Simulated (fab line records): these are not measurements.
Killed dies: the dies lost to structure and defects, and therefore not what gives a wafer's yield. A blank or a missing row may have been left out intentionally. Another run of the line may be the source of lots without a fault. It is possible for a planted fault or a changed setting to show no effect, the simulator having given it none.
Check for tools in common + flow sfq line + 36 wafers sampled across 12 lots

THE REASON FOR OPENING IT
3 of 12 lots carry a flag on the reading I0_OVL at SFQ_I0_OVL_MEAS_908. Wafers without a fault read -3 nm, standard deviation 4.9.
Rule: a lot is flagged when every wafer of it that has a number lies more than 4 standard deviations from that mean, or none has a number. As for the other lots, they are considered sound.

| lot  | measured     | on         | I0_OVL (nm), wafer by wafer | flag    |
|------|--------------|------------|-----------------------------|---------|
| L402 | day 15 21:05 | overlay-02 | -6 -12 -11                  |         |
| L403 | day 16 00:41 | overlay-01 | -3 -5 -7                    |         |
| L404 | day 16 07:53 | overlay-02 | 1 -2 0                      |         |
| L405 | day 16 16:48 | overlay-02 | -2 -1 -6                    |         |
| L406 | day 17 14:07 | overlay-02 | -5 -5 -8                    |         |
| L407 | day 18 04:31 | overlay-01 | -9 -2 -2                    |         |
| L408 | day 18 22:31 | overlay-02 | 58 66 59                    | FLAGGED |
| L409 | day 19 04:30 | overlay-01 | 63 65 63                    | FLAGGED |
| L410 | day 19 10:31 | overlay-02 | 64 63 61                    | FLAGGED |
| L412 | day 20 02:14 | overlay-02 | 6 5 4                       |         |
| L414 | day 21 02:10 | overlay-02 | -10 -1 -1                   |         |
| L417 | day 22 02:09 | overlay-01 | 2 -5 -9                     |         |
Average over the flagged lots: 62 nm; offset from the usual +65 nm, equal to +13 standard deviations.

LOT BY LOT: THE TOOL USED
The record keeps 1 process step preceding the reading, out of 325 steps on the route. Every cell lists first the tool, next ch and the chambers used by the sampled wafers, and last the start.
| lot  | flag    | SFQ_TRILAYER_I0_VIA_LITHO_EXPOSE_032 |
|------|---------|--------------------------------------|
| L402 |         | krf scanner-02 ch 0, day 15 19:35    |
| L403 |         | krf scanner-02 ch 0, day 15 23:11    |
| L404 |         | krf scanner-02 ch 0, day 16 06:23    |
| L405 |         | krf scanner-01 ch 0, day 16 15:41    |
| L406 |         | krf scanner-02 ch 0, day 17 13:12    |
| L407 |         | krf scanner-02 ch 0, day 18 03:12    |
| L408 | FLAGGED | krf scanner-02 ch 0, day 18 21:24    |
| L409 | FLAGGED | krf scanner-02 ch 0, day 19 03:00    |
| L410 | FLAGGED | krf scanner-02 ch 0, day 19 09:12    |
| L412 |         | krf scanner-01 ch 0, day 20 00:56    |
| L414 |         | krf scanner-01 ch 0, day 21 01:03    |
| L417 |         | krf scanner-01 ch 0, day 22 00:39    |
These steps, and what they do:
- SFQ_TRILAYER_I0_VIA_LITHO_EXPOSE_032: exposes mask I0, target cd 500 nm.
- SFQ_I0_OVL_MEAS_908

FLAGGED OVER TOTAL, TOOL BY TOOL (the gauges that took the reading come last)
| step                                 | tool           | lots run | flagged | share of the flagged lots | sound lots run after its first flagged lot |
|--------------------------------------|----------------|----------|---------|---------------------------|--------------------------------------------|
| SFQ_TRILAYER_I0_VIA_LITHO_EXPOSE_032 | krf scanner-01 | 4        | 0       | none                      | -                                          |
| SFQ_TRILAYER_I0_VIA_LITHO_EXPOSE_032 | krf scanner-02 | 8        | 3       | all                       | 0                                          |
| SFQ_I0_OVL_MEAS_908                  | overlay-01     | 4        | 1       | some                      | 1 (L417)                                   |
| SFQ_I0_OVL_MEAS_908                  | overlay-02     | 8        | 2       | some                      | 2 (L412,L414)                              |

WHAT THE TABLE PERMITS
Rows of the table that ran each flagged lot: 1, that is krf scanner-02 at SFQ_TRILAYER_I0_VIA_LITHO_EXPOSE_032.
- krf scanner-02 at SFQ_TRILAYER_I0_VIA_LITHO_EXPOSE_032: 3 of its 8 lots flagged. Its last sound lot is L407 (day 18 03:12), its first flagged lot L408 (day 18 21:24): a fault that began between those two fits.
One tool is left: krf scanner-02 at SFQ_TRILAYER_I0_VIA_LITHO_EXPOSE_032.

WHAT THE SIMULATOR HAD PUT IN
Scanner matching overlay: krf scanner-02, from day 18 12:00 on, at SFQ_TRILAYER_I0_VIA_LITHO_EXPOSE_032. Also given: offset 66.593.
Struck lots among those shown: L408, L409, L410. The same result came from the rule above.
